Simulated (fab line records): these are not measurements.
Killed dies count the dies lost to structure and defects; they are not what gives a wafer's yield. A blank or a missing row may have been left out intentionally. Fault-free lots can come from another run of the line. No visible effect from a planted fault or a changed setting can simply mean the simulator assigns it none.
Which of the tools did it? || flow sky130 || 13 lots with 39 wafers sampled at 5 steps, on a route of 708 steps

## WHAT EACH GAUGE READ, for each wafer
SKY_NWELL_OVL_MEAS_10. Usual: NWELL_00_OVL typically reads 0.6 nm, with standard deviation 1.2.
{"lot": "L947", "measured": "day 4 21:47", "on": "overlay-02", "NWELL_00_OVL (nm)": "0.9 1.0 1.2", "flag": ""}
{"lot": "L949", "measured": "day 5 06:04", "on": "overlay-02", "NWELL_00_OVL (nm)": "-1.6 -0.9 1.3", "flag": ""}
{"lot": "L951", "measured": "day 5 21:56", "on": "overlay-01", "NWELL_00_OVL (nm)": "1.7 1.1 1.4", "flag": ""}
{"lot": "L952", "measured": "day 6 00:44", "on": "overlay-02", "NWELL_00_OVL (nm)": "4.0 2.0 1.7", "flag": ""}
{"lot": "L953", "measured": "day 6 07:40", "on": "overlay-01", "NWELL_00_OVL (nm)": "-0.1 0.7 0.4", "flag": ""}
{"lot": "L954", "measured": "day 6 13:11", "on": "overlay-01", "NWELL_00_OVL (nm)": "0.3 0.9 0.1", "flag": ""}
{"lot": "L957", "measured": "day 7 01:52", "on": "overlay-02", "NWELL_00_OVL (nm)": "1.4 1.0 -1.1", "flag": ""}
{"lot": "L958", "measured": "day 7 15:25", "on": "overlay-02", "NWELL_00_OVL (nm)": "1.9 2.3 1.6", "flag": ""}
{"lot": "L960", "measured": "day 8 01:22", "on": "overlay-01", "NWELL_00_OVL (nm)": "0.2 -0.8 -0.6", "flag": ""}
{"lot": "L961", "measured": "day 8 06:25", "on": "overlay-02", "NWELL_00_OVL (nm)": "1.8 0.0 -0.7", "flag": ""}
{"lot": "L962", "measured": "day 8 14:04", "on": "overlay-01", "NWELL_00_OVL (nm)": "0.8 -0.5 -0.2", "flag": ""}
{"lot": "L963", "measured": "day 8 17:28", "on": "overlay-02", "NWELL_00_OVL (nm)": "1.1 1.3 1.6", "flag": ""}
{"lot": "L965", "measured": "day 9 08:43", "on": "overlay-01", "NWELL_00_OVL (nm)": "-0.2 0.5 1.8", "flag": ""}

SKY_VT_ADJUST_NCORE_OVL_MEAS_08. Usual: VT_ADJUST_NCORE_OVL typically reads 0.0 nm, with standard deviation 1.2.
{"lot": "L947", "measured": "day 9 00:08", "on": "overlay-01", "VT_ADJUST_NCORE_OVL (nm)": "2.0 3.0 1.8", "flag": ""}
{"lot": "L949", "measured": "day 9 09:59", "on": "overlay-02", "VT_ADJUST_NCORE_OVL (nm)": "0.0 -0.6 -0.1", "flag": ""}
{"lot": "L951", "measured": "day 10 06:53", "on": "overlay-02", "VT_ADJUST_NCORE_OVL (nm)": "0.5 1.3 1.1", "flag": ""}
{"lot": "L952", "measured": "day 10 08:26", "on": "overlay-01", "VT_ADJUST_NCORE_OVL (nm)": "0.6 -1.3 0.6", "flag": ""}
{"lot": "L953", "measured": "day 10 17:11", "on": "overlay-01", "VT_ADJUST_NCORE_OVL (nm)": "-0.3 -1.4 0.0", "flag": ""}
{"lot": "L954", "measured": "day 11 00:23", "on": "overlay-01", "VT_ADJUST_NCORE_OVL (nm)": "-2.0 -1.9 -1.0", "flag": ""}
{"lot": "L957", "measured": "day 11 13:47", "on": "overlay-01", "VT_ADJUST_NCORE_OVL (nm)": "0.9 1.9 1.0", "flag": ""}
{"lot": "L958", "measured": "day 12 07:50", "on": "overlay-01", "VT_ADJUST_NCORE_OVL (nm)": "-0.6 -2.0 0.1", "flag": ""}
{"lot": "L960", "measured": "day 12 20:02", "on": "overlay-02", "VT_ADJUST_NCORE_OVL (nm)": "-0.1 -0.3 0.5", "flag": ""}
{"lot": "L961", "measured": "day 13 01:50", "on": "overlay-01", "VT_ADJUST_NCORE_OVL (nm)": "-0.1 1.3 0.6", "flag": ""}
{"lot": "L962", "measured": "day 13 11:29", "on": "overlay-02", "VT_ADJUST_NCORE_OVL (nm)": "0.4 -0.8 0.1", "flag": ""}
{"lot": "L963", "measured": "day 13 14:35", "on": "overlay-01", "VT_ADJUST_NCORE_OVL (nm)": "-0.7 -1.2 0.6", "flag": ""}
{"lot": "L965", "measured": "day 14 11:47", "on": "overlay-02", "VT_ADJUST_NCORE_OVL (nm)": "0.1 -3.1 -3.0", "flag": ""}

SKY_VT_ADJUST_NCORE_TW_MEAS_11. Usual: VT_ADJUST_NCORE_TW typically reads 218.6, with standard deviation 1.6.
{"lot": "L947", "measured": "day 9 00:25", "on": "film_metro-02", "VT_ADJUST_NCORE_TW": "220.7 220.0 219.8", "flag": ""}
{"lot": "L949", "measured": "day 9 10:16", "on": "film_metro-02", "VT_ADJUST_NCORE_TW": "220.3 220.5 220.2", "flag": ""}
{"lot": "L951", "measured": "day 10 07:10", "on": "film_metro-03", "VT_ADJUST_NCORE_TW": "216.9 217.1 216.7", "flag": ""}
{"lot": "L952", "measured": "day 10 08:43", "on": "film_metro-03", "VT_ADJUST_NCORE_TW": "217.0 217.3 216.7", "flag": ""}
{"lot": "L953", "measured": "day 10 17:28", "on": "film_metro-02", "VT_ADJUST_NCORE_TW": "220.4 220.5 220.0", "flag": ""}
{"lot": "L954", "measured": "day 11 00:40", "on": "film_metro-01", "VT_ADJUST_NCORE_TW": "217.3 217.4 217.7", "flag": ""}
{"lot": "L957", "measured": "day 11 14:05", "on": "film_metro-01", "VT_ADJUST_NCORE_TW": "215.8 216.7 217.0", "flag": ""}
{"lot": "L958", "measured": "day 12 08:07", "on": "film_metro-01", "VT_ADJUST_NCORE_TW": "218.3 217.5 218.5", "flag": ""}
{"lot": "L960", "measured": "day 12 20:19", "on": "film_metro-02", "VT_ADJUST_NCORE_TW": "203.5 203.3 203.3 203.9 204.4 203.7", "flag": "OFF"}
{"lot": "L961", "measured": "day 13 02:07", "on": "film_metro-01", "VT_ADJUST_NCORE_TW": "218.7 217.8 218.9", "flag": ""}
{"lot": "L962", "measured": "day 13 11:46", "on": "film_metro-02", "VT_ADJUST_NCORE_TW": "220.7 218.9 221.1", "flag": ""}
{"lot": "L963", "measured": "day 13 14:52", "on": "film_metro-01", "VT_ADJUST_NCORE_TW": "202.7 202.3 201.1 200.7 202.6 201.2", "flag": "OFF"}
{"lot": "L965", "measured": "day 14 12:05", "on": "film_metro-01", "VT_ADJUST_NCORE_TW": "216.1 216.9 216.6", "flag": ""}

SKY_VT_ADJUST_PCH_OVL_MEAS_07. Usual: VT_ADJUST_PCH_OVL typically reads 0.0 nm, with standard deviation 1.4.
{"lot": "L947", "measured": "day 10 21:01", "on": "overlay-02", "VT_ADJUST_PCH_OVL (nm)": "0.0 2.1 2.1", "flag": ""}
{"lot": "L949", "measured": "day 11 07:55", "on": "overlay-02", "VT_ADJUST_PCH_OVL (nm)": "-3.2 -1.3 -0.8", "flag": ""}
{"lot": "L951", "measured": "day 12 06:35", "on": "overlay-01", "VT_ADJUST_PCH_OVL (nm)": "2.1 1.5 1.1", "flag": ""}
{"lot": "L952", "measured": "day 12 08:40", "on": "overlay-02", "VT_ADJUST_PCH_OVL (nm)": "-1.7 0.3 0.9", "flag": ""}
{"lot": "L953", "measured": "day 12 16:32", "on": "overlay-02", "VT_ADJUST_PCH_OVL (nm)": "-2.1 -1.8 -2.6", "flag": ""}
{"lot": "L954", "measured": "day 13 01:31", "on": "overlay-02", "VT_ADJUST_PCH_OVL (nm)": "-0.8 1.4 0.6", "flag": ""}
{"lot": "L957", "measured": "day 13 15:49", "on": "overlay-01", "VT_ADJUST_PCH_OVL (nm)": "0.1 0.8 0.2", "flag": ""}
{"lot": "L958", "measured": "day 14 12:01", "on": "overlay-01", "VT_ADJUST_PCH_OVL (nm)": "1.1 0.8 2.0", "flag": ""}
{"lot": "L960", "measured": "day 14 23:37", "on": "overlay-01", "VT_ADJUST_PCH_OVL (nm)": "1.1 2.0 -0.2", "flag": ""}
{"lot": "L961", "measured": "day 15 05:46", "on": "overlay-02", "VT_ADJUST_PCH_OVL (nm)": "0.6 0.3 1.8", "flag": ""}
{"lot": "L962", "measured": "day 15 16:49", "on": "overlay-01", "VT_ADJUST_PCH_OVL (nm)": "0.4 -1.1 -0.7", "flag": ""}
{"lot": "L963", "measured": "day 15 19:40", "on": "overlay-02", "VT_ADJUST_PCH_OVL (nm)": "0.9 -0.6 0.3", "flag": ""}
{"lot": "L965", "measured": "day 16 19:10", "on": "overlay-01", "VT_ADJUST_PCH_OVL (nm)": "0.1 -2.4 -1.6", "flag": ""}

## WHAT TOOL EACH LOT RAN ON (gives the tool, then ch and the chambers of the sampled wafers, and finally the start)
{"lot": "L947", "SKY_VT_ADJUST_NCORE_IMPLANT_09": "implanter-04 ch 0, day 9 00:10"}
{"lot": "L949", "SKY_VT_ADJUST_NCORE_IMPLANT_09": "implanter-02 ch 0, day 9 10:01"}
{"lot": "L951", "SKY_VT_ADJUST_NCORE_IMPLANT_09": "implanter-04 ch 0, day 10 06:55"}
{"lot": "L952", "SKY_VT_ADJUST_NCORE_IMPLANT_09": "implanter-02 ch 0, day 10 08:29"}
{"lot": "L953", "SKY_VT_ADJUST_NCORE_IMPLANT_09": "implanter-02 ch 0, day 10 17:13"}
{"lot": "L954", "SKY_VT_ADJUST_NCORE_IMPLANT_09": "implanter-02 ch 0, day 11 00:26"}
{"lot": "L957", "SKY_VT_ADJUST_NCORE_IMPLANT_09": "implanter-04 ch 0, day 11 13:52"}
{"lot": "L958", "SKY_VT_ADJUST_NCORE_IMPLANT_09": "implanter-02 ch 0, day 12 07:52"}
{"lot": "L960", "SKY_VT_ADJUST_NCORE_IMPLANT_09": "implanter-02 ch 0, day 12 20:04"}
{"lot": "L961", "SKY_VT_ADJUST_NCORE_IMPLANT_09": "implanter-04 ch 0, day 13 01:52"}
{"lot": "L962", "SKY_VT_ADJUST_NCORE_IMPLANT_09": "implanter-04 ch 0, day 13 11:32"}
{"lot": "L963", "SKY_VT_ADJUST_NCORE_IMPLANT_09": "implanter-02 ch 0, day 13 14:38"}
{"lot": "L965", "SKY_VT_ADJUST_NCORE_IMPLANT_09": "implanter-04 ch 0, day 14 11:52"}
- SKY_VT_ADJUST_NCORE_IMPLANT_09

## AS READ BY THE TOOLS THEMSELVES (means over the sampled wafers that have a number; for cases with no such wafer, the mark the record gives instead)
SKY_VT_ADJUST_NCORE_IMPLANT_09. Usual: beam_energy_keV 10.000, standard deviation 0.0033; faraday_current_uA 13.52, standard deviation 0.28.
{"lot": "L947", "tool": "implanter-04", "beam_energy_keV": 10.003, "faraday_current_uA": 13.48, "flag": ""}
{"lot": "L949", "tool": "implanter-02", "beam_energy_keV": 10.002, "faraday_current_uA": 13.47, "flag": ""}
{"lot": "L951", "tool": "implanter-04", "beam_energy_keV": 10.000, "faraday_current_uA": 13.68, "flag": ""}
{"lot": "L952", "tool": "implanter-02", "beam_energy_keV": 10.003, "faraday_current_uA": 13.87, "flag": ""}
{"lot": "L953", "tool": "implanter-02", "beam_energy_keV": 10.004, "faraday_current_uA": 13.43, "flag": ""}
{"lot": "L954", "tool": "implanter-02", "beam_energy_keV": 10.002, "faraday_current_uA": 13.45, "flag": ""}
{"lot": "L957", "tool": "implanter-04", "beam_energy_keV": 9.995, "faraday_current_uA": 13.41, "flag": ""}
{"lot": "L958", "tool": "implanter-02", "beam_energy_keV": 9.998, "faraday_current_uA": 13.47, "flag": ""}
{"lot": "L960", "tool": "implanter-02", "beam_energy_keV": 7.130, "faraday_current_uA": 13.37, "flag": "OFF"}
{"lot": "L961", "tool": "implanter-04", "beam_energy_keV": 9.997, "faraday_current_uA": 13.24, "flag": ""}
{"lot": "L962", "tool": "implanter-04", "beam_energy_keV": 10.003, "faraday_current_uA": 13.50, "flag": ""}
{"lot": "L963", "tool": "implanter-02", "beam_energy_keV": 7.129, "faraday_current_uA": 13.33, "flag": "OFF"}
{"lot": "L965", "tool": "implanter-04", "beam_energy_keV": 9.997, "faraday_current_uA": 13.99, "flag": ""}

## THE ANSWER, worked out from the rows above alone
Rule: a lot counts as off when the mean over its wafers that have a number is more than 3 standard deviations away from the usual mean. Also off: a lot with no number at a reading for which 4 or more lots have one. The other lots that the step has rows for count as sound. Order of review: gauges by route order, followed by the tools' own readings, for which a lot's mean as printed above is used. The first step at which some lot is off is used, and at that step the reading that is off furthest; a lot without a number counts as furthest.
Off: L960, L963, seen at SKY_VT_ADJUST_NCORE_TW_MEAS_11 (VT_ADJUST_NCORE_TW).
A tool fits if, at a process step before that reading, it ran every lot that is off, and no sound lot after the first of them. Not tried: the gauges at SKY_VT_ADJUST_NCORE_TW_MEAS_11; whatever is off there is also off at SKY_VT_ADJUST_NCORE_IMPLANT_09, on other tools, and gauge error can't account for it. One candidate fits, namely implanter-02 at SKY_VT_ADJUST_NCORE_IMPLANT_09. A fault onset in the window from L958 (day 12 07:52, its last sound lot) to L960 (day 12 20:04, its first lot off) fits.
On the lots that are off, the tool's own readings at SKY_VT_ADJUST_NCORE_IMPLANT_09 differ by more than 5 times the standard deviation of the sound lots' means, which bears it out; beam_energy_keV reads 7.130 there versus 10.000 on the sound lots.

## WHAT THE SIMULATOR PUT IN
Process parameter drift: implanter-02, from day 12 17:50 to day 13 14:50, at SKY_VT_ADJUST_NCORE_IMPLANT_09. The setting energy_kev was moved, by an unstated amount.
Lots struck among those shown: L960, L963. This agrees with what the rule above found.
